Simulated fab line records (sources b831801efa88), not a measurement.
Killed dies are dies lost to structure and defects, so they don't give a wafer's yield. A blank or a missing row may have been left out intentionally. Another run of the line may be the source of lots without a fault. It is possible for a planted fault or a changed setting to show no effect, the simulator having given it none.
Split-lot trial | flow sky130 | 23 wafers read from 5 lots, route of 708 steps

ON THE SPLIT
At SKY_VIA1_HDPCVD_00 (deposits SiO2, target thk 1030 nm, time 171.7 s), the setting sih4-flow-sccm was moved away from the recipe's 60 sccm on 6 of the 23 wafers read, by -5.3% to +7.5%. This setting was run at the recipe's value on the other wafers.

Between the split and the reading, the file records no step.

THE READING
VIA1_HDPCVD_THK in nanometres, read at SKY_VIA1_THK_MEAS_01. A value of 1034 nm with a standard deviation of 11 nm is what fault-free wafers of this fab line usually give.

wafer  | tool, chamber at the split | sih4-flow-sccm as run, sccm | against the recipe | VIA1_HDPCVD_THK, nm | against lot-mates on the recipe
L074.1 | hdpcvd-01, 0,1,0           | 56.81                       | -5.3%              | 988                 | -43
L074.2 | hdpcvd-01, 1,2             | 60                          | recipe             | 1042                | -
L074.4 | hdpcvd-01, 0,1,0           | 56.81                       | -5.3%              | 976                 | -55
L074.5 | hdpcvd-01, 0,1,0           | 56.81                       | -5.3%              | 978                 | -53
L074.6 | hdpcvd-01, 1,2             | 60                          | recipe             | 1020                | -
L078.1 | hdpcvd-02, 2,0,1,0,1       | 60                          | recipe             | 1017                | -
L078.2 | hdpcvd-02, 2,0,1,0,1       | 60                          | recipe             | 1043                | -
L078.3 | hdpcvd-02, 2,0,1,0,1       | 60                          | recipe             | 1047                | -
L078.5 | hdpcvd-02, 2,0,1,0,1       | 60                          | recipe             | 1038                | -
L078.6 | hdpcvd-02, 2,0,1,0,1       | 60                          | recipe             | 1039                | -
L079.1 | hdpcvd-02, 1,0,2           | 60                          | recipe             | 1059                | -
L079.4 | hdpcvd-02, 1,0,2           | 60                          | recipe             | 1052                | -
L079.5 | hdpcvd-02, 1,0,2           | 60                          | recipe             | 1029                | -
L080.1 | hdpcvd-02, 1,0,2,1,0       | 60                          | recipe             | 1021                | -
L080.2 | hdpcvd-02, 1,0,2,1,0       | 60                          | recipe             | 1017                | -
L080.4 | hdpcvd-02, 1,0,2,1,0       | 60                          | recipe             | 1014                | -
L080.5 | hdpcvd-02, 1,0,2,1,0       | 60                          | recipe             | 1030                | -
L080.6 | hdpcvd-02, 1,0,2,1,0       | 60                          | recipe             | 1033                | -
L082.2 | hdpcvd-02, 1,2             | 60                          | recipe             | 1046                | -
L082.3 | hdpcvd-02, 0,0,1           | 64.5                        | +7.5%              | 1114                | +75
L082.4 | hdpcvd-02, 1,2             | 60                          | recipe             | 1032                | -
L082.5 | hdpcvd-02, 0,0,1           | 64.5                        | +7.5%              | 1109                | +70
L082.6 | hdpcvd-02, 0,0,1           | 64.5                        | +7.5%              | 1119                | +80
If several chambers appear in one row, that row covers several wafers at once and the file leaves open which wafer was in which chamber.

THE FIT
A straight line over all 23 wafers: VIA1_HDPCVD_THK changes by +10.4 nm for each +1% of sih4-flow-sccm; r = +0.95; the points scatter about the line by 12 nm.
The same after taking each lot's own level away (the mean of its wafers on the recipe; 23 wafers): +9.81 nm for each +1%; r = +0.97; scatter 9.2 nm.
That fit puts the effect of the largest move of sih4-flow-sccm on the reading at 74 nm.
From 1023.0 to 1046.7 nm: that is the span of the lots' own levels, equal to 2.2 times the standard deviation above.
The two slopes agree, so the slope changes little with the lot-to-lot level.
Check: with one of the wafers moved furthest among these (+7.5%) left out of the fit, the line predicts +73.7 nm for it against its lot-mates. It came out at +75 nm against them.

THE OTHER SPLITS THESE WAFERS WENT THROUGH
Before the reading, these wafers also passed through other splits. Each is held against what the fit with the lots' levels taken away leaves over:
other split on the same wafers             | wafers away from the commonest value | r with VIA1_HDPCVD_THK (lot level and that fit taken away)
SKY_CONTACT_SPUTTER_23 chamber-pressure-pa | 5                                    | +0.03
SKY_METAL1_SPUTTER_01 time-s               | 7                                    | +0.35
SKY_METAL1_DEVELOP_14 dev-temp-c           | 9                                    | +0.14

THE FILE'S OWN FIT
VIA1_HDPCVD_THK changes by +9.76 nm for each +1% of sih4-flow-sccm, r = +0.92.
